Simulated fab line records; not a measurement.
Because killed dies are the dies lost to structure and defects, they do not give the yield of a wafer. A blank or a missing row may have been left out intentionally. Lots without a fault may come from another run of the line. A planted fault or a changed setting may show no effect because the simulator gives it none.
Comparing a struck lot with a sound one / flow sky130 / 15 out of 708 route steps
Sound: wafers L638.2, L638.4, L638.5. The struck wafers were L639.2, L639.4, L639.5. The cause is given at the end.
Order at every step that has rows: each side's tool, ch and its chambers, its first start. Under that, the readings that differ: sound wafers / struck wafers / difference of the means / sigmas: that difference in standard deviations of wafers without a fault.
alike: words and numbers the same on both sides, and readings whose means are apart by under 2 such deviations; not compared: readings that were withheld, readings missing a value for some wafer, numbers with overlapping values and no deviation given by the record, and bounds like >300 which may hide the same value.
The two part at a step that has a row with sigmas, a row that says differs or no value, or rows on one side only. Non-overlapping numbers with no deviation appear without sigmas and do not part them. Lack of a reading on every wafer of one side parts them only where that side has two or more wafers.

SKY_VIA2_BOW_MEAS_03:
  sound on film_metro-02, day 36 12:19; struck on film_metro-04, day 36 21:02
  alike: VIA2_BOW
then, 8 steps without rows for these wafers: SKY_VIA2_DEHYDRATE_04 (time 60 s); SKY_VIA2_HMDS_05 (prime time 60 s); SKY_VIA2_COAT_06 (resist thk 60 nm); SKY_VIA2_COAT_07 (resist thk 450 nm); SKY_VIA2_SOFTBAKE_08 (time 90 s); SKY_VIA2_EXPOSE_09 (exposes mask VIM2, target cd 200 nm); SKY_VIA2_PEB_10; SKY_VIA2_DEVELOP_11 (develop time 60 s).
SKY_VIA2_CD_MEAS_12: target cd 200 nm.
  sound on cd_sem-01, day 37 14:22; struck on cd_sem-01, day 37 22:43
  alike: cd_nm
SKY_VIA2_OVL_MEAS_13:
  sound on overlay-02, day 37 14:28; struck on overlay-02, day 37 22:49
  alike: VIA2_OVL
SKY_VIA2_ETCH_14: etches BARC in N2/H2, stops on SiO2, time 45.9 s, target depth 60 nm.
  sound on rie_diel-01 ch 0,2,3, day 37 14:30; struck on rie_diel-03 ch 0,2,3, day 37 22:51
  alike: bias_w, chamber_pressure_mTorr, drypump_motor_current_A, oes_product_au, throttle_valve_pct
  not compared: rf_hours_counter_h
SKY_VIA2_ETCH_15: etches SiO2 in C4F8/O2/Ar, stops on TiN, target depth 546 nm, time 84 s.
  sound on rie_diel-01 ch 0,2,3, day 37 14:32; struck on rie_diel-03 ch 0,2,3, day 37 22:53
reading=bias_w (W); sound=1199 1200 1195; struck=1253 1253 1255; difference=+56; sigmas=+16
  alike: chamber_pressure_mTorr, oes_product_au
  not compared: rf_hours_counter_h
SKY_VIA2_STRIP_16: strips in O2/N2.
  sound on plasma_asher-04 ch 0,1, day 37 14:37; struck on plasma_asher-04 ch 0,1, day 37 22:57
  alike: chamber_pressure_mTorr, drypump_motor_current_A, oes_product_au, strip_time_to_endpoint_s
  not compared: rf_hours_counter_h
-- the record jumps here: 9 days lie between the struck wafers' starts before and after (it left off in module VIA2 and takes up again in module PAD_OPEN, whose first step shown is number 708 of the route) --
SKY_PAD_OPEN_PROBE_99:
  rows exist in the record for the struck wafers here (prober-01, day 47 02:50), but not for the sound ones

WHERE THEY PART
Earliest at SKY_VIA2_ETCH_15; latest, in this record, at SKY_PAD_OPEN_PROBE_99.

WHY: what had been put in by the simulator
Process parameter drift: rie_diel-03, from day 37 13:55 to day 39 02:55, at SKY_VIA2_ETCH_15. Setting bias_w, moved by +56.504, from 1200. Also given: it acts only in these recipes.
